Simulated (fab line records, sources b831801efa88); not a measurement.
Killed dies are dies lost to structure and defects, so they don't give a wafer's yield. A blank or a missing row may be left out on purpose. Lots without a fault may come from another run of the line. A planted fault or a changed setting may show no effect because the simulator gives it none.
Which tool did it? | flow sky130 | 9 lots, 27 wafers sampled, at 6 steps of a route of 708

WHAT THE GAUGES READ, wafer by wafer
SKY_VIA2_RS_MEAS_22: measures by four-point-probe.
lot  | measured     | on            | VIA2_W_RS (ohm/sq)
L328 | day 36 17:52 | film_metro-04 | 0.275 0.274 0.275
L331 | day 37 17:09 | film_metro-01 | 0.272 0.274 0.269
L332 | day 38 01:51 | film_metro-04 | 0.265 0.272 0.263
L339 | day 40 02:32 | film_metro-03 | 0.265 0.271 0.266
L341 | day 40 19:57 | film_metro-04 | 0.279 0.264 0.276
L344 | day 41 13:52 | film_metro-03 | 0.265 0.263 0.272
L346 | day 42 01:25 | film_metro-03 | 0.274 0.268 0.274
L347 | day 42 08:11 | film_metro-04 | 0.272 0.279 0.280
L350 | day 43 12:25 | film_metro-01 | 0.276 0.269 0.269

SKY_VIA2_THK_MEAS_23: measures by xrf.
lot  | measured     | on            | VIA2_W_THK (nm)
L328 | day 36 17:59 | film_metro-04 | 436 436 435
L331 | day 37 17:16 | film_metro-01 | 429 422 432
L332 | day 38 01:58 | film_metro-04 | 437 425 443
L339 | day 40 02:40 | film_metro-03 | 432 421 433
L341 | day 40 20:04 | film_metro-04 | 414 436 418
L344 | day 41 13:59 | film_metro-03 | 432 434 422
L346 | day 42 01:32 | film_metro-03 | 425 435 423
L347 | day 42 08:19 | film_metro-04 | 430 418 416
L350 | day 43 12:32 | film_metro-01 | 423 431 436

SKY_CAPM_RS_MEAS_03: measures by four-point-probe.
lot  | measured     | on            | CAPM_TIN_RS (ohm/sq)
L328 | day 36 18:41 | film_metro-01 | 7.03 7.03 6.99
L331 | day 37 17:59 | film_metro-03 | 6.85 6.94 6.91
L332 | day 38 02:40 | film_metro-01 | 7.01 7.03 7.06
L339 | day 40 03:22 | film_metro-02 | 6.87 10.62 10.42 6.86 10.60 10.42
L341 | day 40 20:46 | film_metro-03 | 7.00 7.04 10.87 7.00 7.06 10.91
L344 | day 41 14:42 | film_metro-03 | 6.90 6.93 6.84
L346 | day 42 02:15 | film_metro-01 | 6.90 6.93 7.01
L347 | day 42 09:01 | film_metro-01 | 6.88 6.83 6.86
L350 | day 43 13:15 | film_metro-01 | 6.88 6.87 6.87

SKY_CAPM_THK_MEAS_04: measures by xrf.
lot  | measured     | on            | CAPM_TIN_THK (nm)
L328 | day 36 18:48 | film_metro-01 | 196.0 195.3 197.0
L331 | day 37 18:05 | film_metro-03 | 199.4 197.7 198.8
L332 | day 38 02:47 | film_metro-01 | 195.2 194.8 193.6
L339 | day 40 05:06 | film_metro-02 | 198.2 130.1 132.0 198.3 130.1 132.9
L341 | day 40 22:47 | film_metro-03 | 194.9 193.9 127.7 195.3 194.0 127.2
L344 | day 41 14:49 | film_metro-03 | 197.7 197.5 199.8
L346 | day 42 02:22 | film_metro-01 | 199.8 198.5 196.0
L347 | day 42 09:08 | film_metro-01 | 199.9 201.0 200.9
L350 | day 43 13:22 | film_metro-01 | 198.9 200.2 199.2

WHICH TOOL RAN EACH LOT (tool, then ch and the chambers of the sampled wafers, then the start)
lot  | SKY_VIA2_ETCH_15                   | SKY_CAPM_SPUTTER_02
L328 | rie_diel-01 ch 0,2, day 36 17:01   | pvd_sputter-04, day 36 18:35
L331 | rie_diel-02 ch 0,1,2, day 37 16:17 | pvd_sputter-02, day 37 17:51
L332 | rie_diel-04 ch 1,3, day 38 00:53   | pvd_sputter-04, day 38 02:32
L339 | rie_diel-04 ch 1,2, day 40 01:16   | pvd_sputter-04, day 40 03:16
L341 | rie_diel-04 ch 0,2,3, day 40 19:04 | pvd_sputter-04, day 40 20:40
L344 | rie_diel-01 ch 0,2,3, day 41 12:59 | pvd_sputter-02, day 41 14:35
L346 | rie_diel-02 ch 0,2,3, day 42 00:35 | pvd_sputter-02, day 42 02:08
L347 | rie_diel-04 ch 0,2, day 42 07:20   | pvd_sputter-02, day 42 08:55
L350 | rie_diel-02 ch 0,2,3, day 43 11:26 | pvd_sputter-02, day 43 13:08
- SKY_VIA2_ETCH_15: etches SiO2 in C4F8/O2/Ar, stops on TiN, target depth 546 nm, time 84 s.
- SKY_CAPM_SPUTTER_02: material TiN, target thk 200 nm, time 166.7 s.

WHAT THE TOOLS THEMSELVES READ (means of the sampled wafers that have a number; where no wafer has one, the mark that the record gives instead)
SKY_VIA2_ETCH_15.
lot  | tool        | chamber_pressure_mTorr (mTorr) | oes_product_au (a.u.)
L328 | rie_diel-01 | 40.01                          | 0.944
L331 | rie_diel-02 | 40.00                          | 0.934
L332 | rie_diel-04 | 40.03                          | 0.939
L339 | rie_diel-04 | 40.01                          | 0.937
L341 | rie_diel-04 | 39.99                          | 0.939
L344 | rie_diel-01 | 40.03                          | 0.945
L346 | rie_diel-02 | 39.98                          | 0.941
L347 | rie_diel-04 | 40.02                          | 0.939
L350 | rie_diel-02 | 40.01                          | 0.942

SKY_CAPM_SPUTTER_02.
lot  | tool           | throttle_valve_pct (%)
L328 | pvd_sputter-04 | 30.6
L331 | pvd_sputter-02 | 28.6
L332 | pvd_sputter-04 | 29.5
L339 | pvd_sputter-04 | 28.5
L341 | pvd_sputter-04 | 30.5
L344 | pvd_sputter-02 | 28.8
L346 | pvd_sputter-02 | 28.8
L347 | pvd_sputter-02 | 28.4
L350 | pvd_sputter-02 | 28.4

THE ANSWER, worked out from the rows above alone
Rule: what is usual is taken from the lots themselves. Put in order of their means at a reading, lots are off if they are a third of the lots or fewer, leave a main group of 4 or more, and stand apart from it by a gap of 3 or more times the standard deviation of the main group's means; of several such gaps the widest counts. A main group whose means are all the same, to the digits that the tables above print for the reading, isn't used. A lot without any number at a reading at which 4 lots or more have one is off too. The other lots that the step has rows for count as sound. The gauges are gone through in route order, then the tools' own readings, and for those a lot's mean is taken as printed above. The first step at which some lot is off is used, and at that step the reading that is off furthest; a lot without a number counts as furthest.
Off: L339, L341, at SKY_CAPM_RS_MEAS_03 (CAPM_TIN_RS). The main group: mean 6.93 ohm/sq, standard deviation 0.065.
A tool fits if, at a process step before that reading, it ran every lot that is off, and no sound lot after the first of them. The gauges at SKY_CAPM_RS_MEAS_03 are tried like those tools. One fits: pvd_sputter-04 at SKY_CAPM_SPUTTER_02. Its last sound lot is L332 (day 38 02:32), its first lot that is off L339 (day 40 03:16): a fault that began between those two fits.

WHAT THE SIMULATOR HAD PUT IN
Process parameter drift: pvd_sputter-04, from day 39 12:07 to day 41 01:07, at SKY_CAPM_SPUTTER_02. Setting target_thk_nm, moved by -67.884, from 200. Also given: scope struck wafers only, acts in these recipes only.
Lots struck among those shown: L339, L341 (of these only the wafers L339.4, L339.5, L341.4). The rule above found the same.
